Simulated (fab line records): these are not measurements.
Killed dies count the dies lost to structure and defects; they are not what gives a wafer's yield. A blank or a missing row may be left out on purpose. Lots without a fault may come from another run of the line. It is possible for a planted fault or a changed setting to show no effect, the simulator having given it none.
fab line records	flow sky130
record: lots: 6	wafers: 18	last-day: 50
route steps=708 shown LDD_P@263 LDD_HVN@267 LDD_HVP@278 PAD_OPEN@708
lots that met no fault: from a run of the same line without faults
start-h: hours from the record's opening day to when the first of the lot's shown wafers began	wait-h: hours elapsed since this lot's preceding step	" unchanged from the row above	L1.1+2: one row covering several wafers at once	- value missing, or start not given	* or withheld: withheld	< > ~ a bound
route shown NAME@n: names a module that has steps shown in the file, with the first one's number in the route	usual: mean/standard deviation of fault-free wafers	same: alike in all rows	chamber/n: place in a boat	sites: each site's reading	_std_site: standard deviation across them	_edge_site: inner sites' mean taken away from outer sites' mean	radius-mm: how far each site lies from the wafer's centre	mask NAME#n: copy n	behind: the tool/chamber that last shaped the wafer	hold: reason for holding the lot/hours on hold/outcome of the hold	device: the transistor (n, p or np) that didn't switch	end of line: the route-end tests of the same wafers	a step given without rows: its recipe and nothing more	killed: not the wafer's yield, but the dies lost to structure and defects at the first sort	map: dies across one wafer; x = killed, . = not, _ = none there
set.NAME: the setting as run; set.NAME@STEP: as run at that earlier step	model.NAME: the simulator's own value behind a step, which no gauge read
lots at selected steps of the route; one table per step, one row per wafer
services: a tool's chamber out of use, with start hour (start-h, from the record's first day; less than 0 if before it), hours out, and reason
== steps ==
step: SKY_LDD_P_OVL_MEAS_08
usual: LDD_P_OVL: -1.3/1.6
lot.wafer	tool	chamber	start-h	wait-h	LDD_P_OVL[nm]
L580.3	overlay-01	-	421.06	0.1	-2.4
L580.4	"	-	"	"	-1.7
L580.6	"	-	"	"	-3.1
L588.3	overlay-02	-	498.05	0.1	0.9
L588.4	"	-	"	"	-0.5
L588.6	"	-	"	"	-1.7
L590.2	overlay-02	-	517.64	0.1	-2.3
L590.4	"	-	"	"	-4.7
L590.6	"	-	"	"	-3.7
L600.1	overlay-01	-	601.59	0.1	-2.3
L600.4	"	-	"	"	-4.1
L600.6	"	-	"	"	-3.0
L602.2	overlay-02	-	615.60	0.1	-2.3
L602.4	"	-	"	"	-1.2
L602.6	"	-	"	"	-0.2
L603.2	overlay-01	-	632.35	0.1	-0.8
L603.3	"	-	"	"	-1.2
L603.5	"	-	"	"	0.0
step: SKY_LDD_P_IMPLANT_09
recipe: species: BF2	energy-kev: 25	dose-cm2: 1e+13	tilt-deg: withheld
step: SKY_LDD_P_STRIP_10
recipe: chemistry: O2/N2	power-w: 1400	pressure-mtorr: 1500	platen-temp-c: withheld	o2-flow-sccm: 3000	n2-flow-sccm: 300	overash-fraction: 0.5
usual: drypump-motor-current-A: 5.69/0.18	o2-flow-sccm: 3000/8.9	oes-product-au: 0.715/0.0045	strip-time-to-endpoint-s: 14.18/0.044
lot.wafer	tool	chamber	start-h	wait-h	drypump-motor-current-A	o2-flow-sccm	oes-product-au	rf-hours-counter-h	strip-time-to-endpoint-s
L580.3	plasma-asher-02	1	421.27	0.1	5.61	3014	0.722	-	14.25
L580.4	"	0	"	"	5.67	3006	0.719	-	14.27
L580.6	"	0	"	"	5.67	2992	0.712	-	14.19
L588.3	plasma-asher-01	1	498.25	0.1	5.48	2985	0.713	-	14.17
L588.4	"	0	"	"	5.94	3002	0.722	-	14.17
L588.6	"	1	"	"	5.45	3002	0.713	-	14.19
L590.2	plasma-asher-03	1	517.82	0.1	5.90	3002	0.709	8	14.26
L590.4	"	0	"	"	5.53	3011	0.712	-	14.23
L590.6	"	0	"	"	5.54	2997	0.712	-	14.18
L600.1	plasma-asher-02	0	601.77	0.1	5.66	2994	0.713	49	14.17
L600.4	"	0	"	"	5.65	2986	0.711	-	14.19
L600.6	"	1	"	"	5.64	2998	0.712	-	14.20
L602.2	plasma-asher-03	0	615.78	0.1	5.53	3004	0.724	17	14.17
L602.4	"	1	"	"	5.90	2987	0.722	-	14.16
L602.6	"	1	"	"	5.92	2989	0.712	-	14.17
L603.2	plasma-asher-03	1	632.53	0.1	5.89	3001	0.712	18	14.23
L603.3	"	1	"	"	5.91	3003	0.710	-	14.23
L603.5	"	1	"	"	5.89	3005	0.717	-	14.22
step: SKY_LDD_P_TW_MEAS_11
usual: LDD_P_TW: 635/12
lot.wafer	tool	chamber	start-h	wait-h	LDD_P_TW
L580.3	film-metro-01	-	421.36	0.1	621
L580.4	"	-	"	"	622
L580.6	"	-	"	"	620
L588.3	film-metro-04	-	498.34	0.1	645
L588.4	"	-	"	"	650
L588.6	"	-	"	"	649
L590.2	film-metro-02	-	517.93	0.1	627
L590.4	"	-	"	"	621
L590.6	"	-	"	"	629
L600.1	film-metro-02	-	601.87	0.1	631
L600.4	"	-	"	"	629
L600.6	"	-	"	"	627
L602.2	film-metro-04	-	615.89	0.1	654
L602.4	"	-	"	"	651
L602.6	"	-	"	"	653
L603.2	film-metro-01	-	632.64	0.1	627
L603.3	"	-	"	"	624
L603.5	"	-	"	"	626
step: SKY_LDD_HVN_DEHYDRATE_00
recipe: temp-c: 200	time-s: 60
step: SKY_LDD_HVN_HMDS_01
recipe: prime-time-s: 60	prime-temp-c: 120
step: SKY_LDD_HVN_COAT_02
recipe: resist: NOVOLAK	spin-rpm: 3000	resist-thk-nm: 300
step: SKY_LDD_HVN_SOFTBAKE_03
recipe: temp-c: 90	time-s: 60	resist: NOVOLAK
step: SKY_LDD_HVN_EXPOSE_04
recipe: mask-id: HVNTM	na: 0.6	source-shape: conventional	sigma-outer: 0.6	polarization: unpolarized	target-cd-nm: 700	dose-mj: 127
step: SKY_LDD_HVN_PEB_05
recipe: temp-c: withheld	time-s: *	resist: NOVOLAK
step: SKY_LDD_HVN_DEVELOP_06
recipe: resist: NOVOLAK	developer: TMAH	develop-time-s: 60	dev-temp-c: 23
step: SKY_LDD_HVN_OVL_MEAS_07
usual: LDD_HVN_OVL: -0.5/1.7
lot.wafer	tool	chamber	start-h	wait-h	LDD_HVN_OVL[nm]
L580.3	overlay-01	-	452.63	0.1	-0.8
L580.4	"	-	"	"	-0.5
L580.6	"	-	"	"	-0.1
L588.3	overlay-02	-	528.69	0.1	-1.6
L588.4	"	-	"	"	0.8
L588.6	"	-	"	"	0.2
L590.2	overlay-02	-	548.05	0.1	-2.1
L590.4	"	-	"	"	-3.3
L590.6	"	-	"	"	-1.9
L600.1	overlay-01	-	630.97	0.1	-2.2
L600.4	"	-	"	"	-4.2
L600.6	"	-	"	"	-2.5
L602.2	overlay-01	-	645.12	0.1	2.1
L602.4	"	-	"	"	2.8
L602.6	"	-	"	"	3.1
L603.2	overlay-02	-	660.89	0.1	-2.6
L603.3	"	-	"	"	-1.9
L603.5	"	-	"	"	-3.5
step: SKY_LDD_HVN_IMPLANT_08
recipe: species: P	energy-kev: 60	dose-cm2: 3e+13	tilt-deg: 40
usual: beam-energy-keV: 59.999/0.02
lot.wafer	tool	chamber	start-h	wait-h	beam-energy-keV	model.implant.rp-nm	model.implant.drp-nm
L580.3	implanter-04	0	452.70	0.1	59.990	55.67	28.15
L580.4	"	0	"	"	59.978	55.67	28.15
L580.6	"	0	"	"	60.027	55.67	28.15
L588.3	implanter-02	0	528.77	0.1	46.313	42.09	22.61
L588.4	"	0	"	"	46.311	42.09	22.61
L588.6	"	0	"	"	46.344	42.09	22.61
L590.2	implanter-02	0	548.10	0.0	46.317	43.05	22.61
L590.4	"	0	"	"	46.316	43.05	22.61
L590.6	"	0	"	"	46.345	43.05	22.61
L600.1	implanter-02	0	631.00	0.0	60.020	56.85	28.15
L600.4	"	0	"	"	60.026	56.85	28.15
L600.6	"	0	"	"	60.031	56.85	28.15
L602.2	implanter-04	0	645.18	0.0	59.973	55.69	28.15
L602.4	"	0	"	"	59.977	55.69	28.15
L602.6	"	0	"	"	59.995	55.69	28.15
L603.2	implanter-04	0	660.94	0.0	59.985	57.06	28.15
L603.3	"	0	"	"	59.988	57.06	28.15
L603.5	"	0	"	"	59.961	57.06	28.15
step: SKY_LDD_HVN_STRIP_09
recipe: chemistry: O2/N2	power-w: 1400	pressure-mtorr: 1500	platen-temp-c: withheld	o2-flow-sccm: 3000	n2-flow-sccm: 300	overash-fraction: 0.5
usual: drypump-motor-current-A: 5.5/0.31	o2-flow-sccm: 2999/9	oes-product-au: 0.408/0.005	strip-time-to-endpoint-s: 4.131/0.013
lot.wafer	tool	chamber	start-h	wait-h	drypump-motor-current-A	o2-flow-sccm	oes-product-au	rf-hours-counter-h	strip-time-to-endpoint-s
L580.3	plasma-asher-01	0	452.83	0.1	5.9	3003	0.410	-	4.149
L580.4	"	1	"	"	5.5	2999	0.404	-	4.141
L580.6	"	0	"	"	5.9	3000	0.406	-	4.130
L588.3	plasma-asher-04	0	528.90	0.1	5.4	2980	0.407	-	4.141
L588.4	"	1	"	"	4.9	3003	0.411	-	4.132
L588.6	"	1	"	"	4.9	2994	0.406	-	4.125
L590.2	plasma-asher-02	1	548.23	0.1	5.6	2998	0.408	43	4.110
L590.4	"	1	"	"	5.6	3009	0.409	-	4.116
L590.6	"	1	"	"	5.6	3001	0.406	-	4.118
L600.1	plasma-asher-01	1	631.15	0.1	5.5	2979	0.406	94	4.130
L600.4	"	1	"	"	5.4	2987	0.415	-	4.119
L600.6	"	0	"	"	5.9	2997	0.411	-	4.126
L602.2	plasma-asher-04	0	645.30	0.1	5.4	3000	0.407	85	4.115
L602.4	"	0	"	"	5.4	2993	0.400	-	4.105
L602.6	"	1	"	"	4.9	3002	0.407	-	4.130
L603.2	plasma-asher-02	0	661.07	0.1	5.7	3002	0.400	54	4.135
L603.3	"	1	"	"	5.6	3007	0.407	-	4.125
L603.5	"	0	"	"	5.7	2998	0.411	-	4.125
step: SKY_LDD_HVN_TW_MEAS_10
usual: LDD_HVN_TW: 1429/14
lot.wafer	tool	chamber	start-h	wait-h	LDD_HVN_TW
L580.3	film-metro-02	-	452.92	0.1	1422
L580.4	"	-	"	"	1416
L580.6	"	-	"	"	1415
L588.3	film-metro-03	-	528.99	0.1	1349
L588.4	"	-	"	"	1352
L588.6	"	-	"	"	1344
L590.2	film-metro-03	-	548.34	0.1	1346
L590.4	"	-	"	"	1342
L590.6	"	-	"	"	1343
L600.1	film-metro-03	-	631.25	0.1	1446
L600.4	"	-	"	"	1444
L600.6	"	-	"	"	1450
L602.2	film-metro-02	-	645.41	0.1	1427
L602.4	"	-	"	"	1418
L602.6	"	-	"	"	1422
L603.2	film-metro-03	-	661.18	0.1	1434
L603.3	"	-	"	"	1444
L603.5	"	-	"	"	1447
step: SKY_LDD_HVP_DEHYDRATE_00
recipe: temp-c: 200	time-s: 60
step: SKY_PAD_OPEN_PROBE_99
usual: killed_at_M0_to_M3: 44/7.2	killed_at_M4_up: 3.0/1.9	killed-at-contacts: 25/4.8	killed-at-front-end: 16/4.2	killed-at-other: 0.2/0.44	killed-dies: 88/9.3	killed-open: 48/7.1	killed-short: 40/6.5
same: gross-dies: 492	killed-at-back-side: 0
lot.wafer	tool	chamber	start-h	wait-h	killed_at_M0_to_M3	killed_at_M4_up	killed-at-contacts	killed-at-front-end	killed-at-other	killed-dies	killed-open	killed-short	model.etest.tip_n_5v.rs-ohm-sq	model.etest.nfet-g5v0d10v5.r-on-ohm-um	model.etest.nfet-g5v0d10v5.drive-ua-um	model.etest.nfet-g5v0d10v5.vt-sat-v	model.etest.nfet-g5v0d10v5.vt-v
L580.3	prober-02	-	1064.20	0.2	41	0	21	14	0	76	46	30	1389	1883	605.2	0.7691	0.826
L580.4	prober-02	-	1064.25	0.2	44	3	20	17	0	84	49	35	1394	1866	613.1	0.7579	0.8165
L580.6	prober-02	-	1064.35	0.2	48	1	18	17	1	85	41	44	1390	1858	612.6	0.7685	0.8208
L588.3	prober-02	-	1118.81	0.2	57	5	36	12	1	111	57	54	1616	1954	588	0.8047	0.8483
L588.4	prober-02	-	1118.86	0.2	33	1	20	14	0	68	40	28	1615	1920	584.6	0.8097	0.8559
L588.6	prober-02	-	1118.96	0.2	47	4	23	11	0	85	50	35	1619	1919	591.7	0.798	0.8431
L590.2	prober-02	-	1133.54	0.1	41	3	27	12	0	83	49	34	1567	1947	587.2	0.7942	0.8391
L590.4	prober-02	-	1133.64	0.2	40	7	30	24	0	101	47	54	1573	1953	585.8	0.7874	0.8343
L590.6	prober-02	-	1133.74	0.2	40	2	27	18	0	87	48	39	1578	1955	579.2	0.797	0.8414
L600.1	prober-02	-	1181.55	0.1	38	3	21	16	1	79	50	29	1383	1888	604.4	0.7711	0.8283
L600.4	prober-02	-	1181.70	0.2	50	2	25	17	0	94	54	40	1385	1873	602.2	0.774	0.8337
L600.6	prober-02	-	1181.80	0.2	48	3	23	16	0	90	48	42	1389	1910	598.3	0.7754	0.8323
L602.2	prober-01	-	1187.38	0.1	37	5	24	11	0	77	42	35	1394	1872	606.9	0.7766	0.836
L602.4	prober-01	-	1187.48	0.2	46	9	16	13	0	84	44	40	1398	1867	611.3	0.7534	0.8117
L602.6	prober-01	-	1187.58	0.2	43	1	23	20	0	87	47	40	1386	1876	605.1	0.7614	0.8163
L603.2	prober-01	-	1196.55	0.1	60	1	22	21	1	105	57	48	1380	1880	604.2	0.7624	0.8205
L603.3	prober-01	-	1196.60	0.2	41	4	21	19	0	85	51	34	1391	1910	592	0.7754	0.8375
L603.5	prober-01	-	1196.70	0.2	41	5	18	13	0	77	48	29	1384	1883	598.4	0.7647	0.8256
killed by level:class
L580.3 VIA1:geometric-particle:open=13 LI_CONTACT:geometric-particle:open=7 CONTACT:geometric-particle:open=6 METAL1:geometric-particle:short=5 VIA2:geometric-particle:open=5 VIA3:geometric-particle:open=5 POLY_GATE:geometric-particle:short=4 LI_CONTACT:geometric-particle:short=4
L580.4 VIA1:geometric-particle:open=14 CONTACT:geometric-particle:open=7 CONTACT:geometric-particle:short=6 METAL2:geometric-particle:short=6 VIA2:geometric-particle:open=6 POLY_GATE:geometric-particle:open=5 LI_CONTACT:geometric-particle:open=5 METAL1:geometric-particle:short=5
L580.6 VIA1:geometric-particle:open=11 METAL1:geometric-particle:short=9 METAL2:geometric-particle:short=8 LI_CONTACT:geometric-particle:open=6 FIELD_ISO:geometric-particle:short=5 POLY_GATE:geometric-particle:open=5 VIA3:geometric-particle:open=5 VIA3:geometric-particle:short=4
L588.3 VIA1:geometric-particle:open=15 METAL2:geometric-particle:short=11 CONTACT:geometric-particle:open=11 LI_CONTACT:geometric-particle:open=10 VIA2:geometric-particle:open=7 LOCAL_INTERCONNECT:geometric-particle:short=6 FIELD_ISO:geometric-particle:short=5 CONTACT:geometric-particle:short=5
L588.4 VIA1:geometric-particle:open=10 CONTACT:geometric-particle:open=9 FIELD_ISO:geometric-particle:open=6 VIA1:geometric-particle:short=5 VIA2:geometric-particle:open=5 LI_CONTACT:geometric-particle:short=4 METAL2:geometric-particle:short=4 LI_CONTACT:geometric-particle:open=3
L588.6 VIA1:geometric-particle:open=13 VIA3:geometric-particle:open=11 METAL1:geometric-particle:short=8 CONTACT:geometric-particle:open=7 CONTACT:geometric-particle:short=5 VIA2:geometric-particle:open=5 LI_CONTACT:geometric-particle:short=4 LI_CONTACT:geometric-particle:open=4
L590.2 CONTACT:geometric-particle:open=9 LI_CONTACT:geometric-particle:open=9 VIA1:geometric-particle:open=7 VIA3:geometric-particle:open=7 METAL1:geometric-particle:short=6 VIA2:geometric-particle:open=6 LOCAL_INTERCONNECT:geometric-particle:short=4 CONTACT:geometric-particle:short=4
L590.4 METAL2:geometric-particle:short=11 LI_CONTACT:geometric-particle:open=9 VIA3:geometric-particle:open=8 FIELD_ISO:geometric-particle:open=6 LI_CONTACT:geometric-particle:short=6 CONTACT:geometric-particle:open=6 FIELD_ISO:geometric-particle:short=5 CONTACT:geometric-particle:short=5
L590.6 CONTACT:geometric-particle:open=12 VIA1:geometric-particle:short=8 VIA3:geometric-particle:open=8 FIELD_ISO:geometric-particle:open=7 CONTACT:geometric-particle:short=7 VIA1:geometric-particle:open=7 LI_CONTACT:geometric-particle:open=6 FIELD_ISO:geometric-particle:short=4
L600.1 VIA1:geometric-particle:open=15 FIELD_ISO:geometric-particle:open=6 LI_CONTACT:geometric-particle:open=6 CONTACT:geometric-particle:open=6 VIA2:geometric-particle:open=4 FIELD_ISO:geometric-particle:short=4 LI_CONTACT:geometric-particle:short=4 VIA1:geometric-particle:short=4
L600.4 VIA1:geometric-particle:open=14 CONTACT:geometric-particle:open=10 FIELD_ISO:geometric-particle:short=7 LOCAL_INTERCONNECT:geometric-particle:short=7 VIA2:geometric-particle:open=7 VIA3:geometric-particle:open=7 VIA1:geometric-particle:short=5 LI_CONTACT:geometric-particle:open=5
L600.6 VIA2:geometric-particle:open=10 VIA1:geometric-particle:open=8 LI_CONTACT:geometric-particle:open=7 METAL2:geometric-particle:short=7 LOCAL_INTERCONNECT:geometric-particle:short=6 CONTACT:geometric-particle:open=6 VIA3:geometric-particle:open=5 VIA1:geometric-particle:short=5
L602.2 CONTACT:geometric-particle:open=11 VIA1:geometric-particle:open=8 VIA2:geometric-particle:open=6 METAL2:geometric-particle:short=6 METAL3:geometric-particle:short=6 LI_CONTACT:geometric-particle:open=4 LOCAL_INTERCONNECT:geometric-particle:short=4 METAL1:geometric-particle:short=4
L602.4 VIA1:geometric-particle:open=12 VIA1:geometric-particle:short=9 VIA2:geometric-particle:open=7 METAL4:geometric-particle:short=7 FIELD_ISO:geometric-particle:open=5 CONTACT:geometric-particle:short=5 METAL1:geometric-particle:short=4 CONTACT:geometric-particle:open=4
L602.6 METAL2:geometric-particle:short=10 FIELD_ISO:geometric-particle:open=9 LI_CONTACT:geometric-particle:open=8 CONTACT:geometric-particle:open=8 VIA3:geometric-particle:open=7 FIELD_ISO:geometric-particle:short=6 METAL1:geometric-particle:short=6 VIA2:geometric-particle:open=4
L603.2 VIA2:geometric-particle:open=13 CONTACT:geometric-particle:open=8 VIA1:geometric-particle:open=8 VIA2:geometric-particle:short=8 VIA3:geometric-particle:open=8 LI_CONTACT:geometric-particle:open=7 FIELD_ISO:geometric-particle:short=6 FIELD_ISO:geometric-particle:open=5
L603.3 LI_CONTACT:geometric-particle:open=8 CONTACT:geometric-particle:open=8 VIA3:geometric-particle:open=8 POLY_GATE:geometric-particle:open=6 METAL1:geometric-particle:short=6 VIA2:geometric-particle:open=6 FIELD_ISO:geometric-particle:short=5 METAL1:geometric-particle:open=5
L603.5 VIA1:geometric-particle:open=8 FIELD_ISO:geometric-particle:open=7 CONTACT:geometric-particle:open=7 VIA2:geometric-particle:open=5 LI_CONTACT:geometric-particle:open=5 CONTACT:geometric-particle:short=5 METAL1:geometric-particle:short=5 VIA1:geometric-particle:short=4
== services ==
tool	chamber	start-h	hours	kind
implanter-04	-	403.66	1.2	repair
plasma-asher-01	-	415.83	0.4	repair
implanter-02	-	420.97	4.2	pm
plasma-asher-03	-	421.25	9.0	pm
plasma-asher-03	0	421.25	9.0	vent-cycle
plasma-asher-03	1	421.25	9.0	vent-cycle
plasma-asher-03	-	427.01	0.8	repair
plasma-asher-03	0	430.25	-	clean
plasma-asher-03	1	430.25	-	clean
plasma-asher-01	-	431.53	0.6	repair
plasma-asher-03	-	453.94	3.0	repair
implanter-02	-	481.34	2.6	repair
implanter-04	-	481.46	4.1	pm
plasma-asher-04	-	534.79	4.5	repair
plasma-asher-03	-	555.32	2.6	repair
plasma-asher-03	-	586.27	9.3	repair
plasma-asher-04	-	624.06	4.9	repair
plasma-asher-03	-	642.71	2.8	pm
plasma-asher-03	-	646.87	0.6	repair
plasma-asher-02	-	657.41	2.8	pm
== key ==
first-sign: step: SKY_LDD_HVN_IMPLANT_08	reading: beam-energy-keV	direction: down	sigmas: 99+	usual: *	struck: *
effect: step: SKY_LDD_HVN_TW_MEAS_10	reading: LDD_HVN_TW	direction: down	sigmas: 5.8	usual: 1429	struck: 1346
model-effect: step: SKY_LDD_HVN_IMPLANT_08	value: implant.rp-nm	without: 55.26	struck: 42.57
model-effect: step: SKY_PAD_OPEN_PROBE_99	value: etest.tip_n_5v.rs-ohm-sq	without: 1409	struck: 1595
met-at SKY_LDD_HVN_IMPLANT_08
struck-wafers L588.3,L588.4,L588.6,L590.2,L590.4,L590.6
tester-left-out L588,L590
fault: kind: process-parameter-drift	tool: implanter-02	chamber: -	onset-h: 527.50	steps: SKY_LDD_HVN_IMPLANT_08	channel: energy-kev	offset: *	shape: step	end-h: 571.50	acts-in: *	stated: *
tester-left-out: of these lots the tester's yield and bins aren't shown, on N5 and GAA mostly nor the transistor test; their killed dies are dies lost to structure and defects alone, not to doping, threshold or leakage, so they don't give the yield
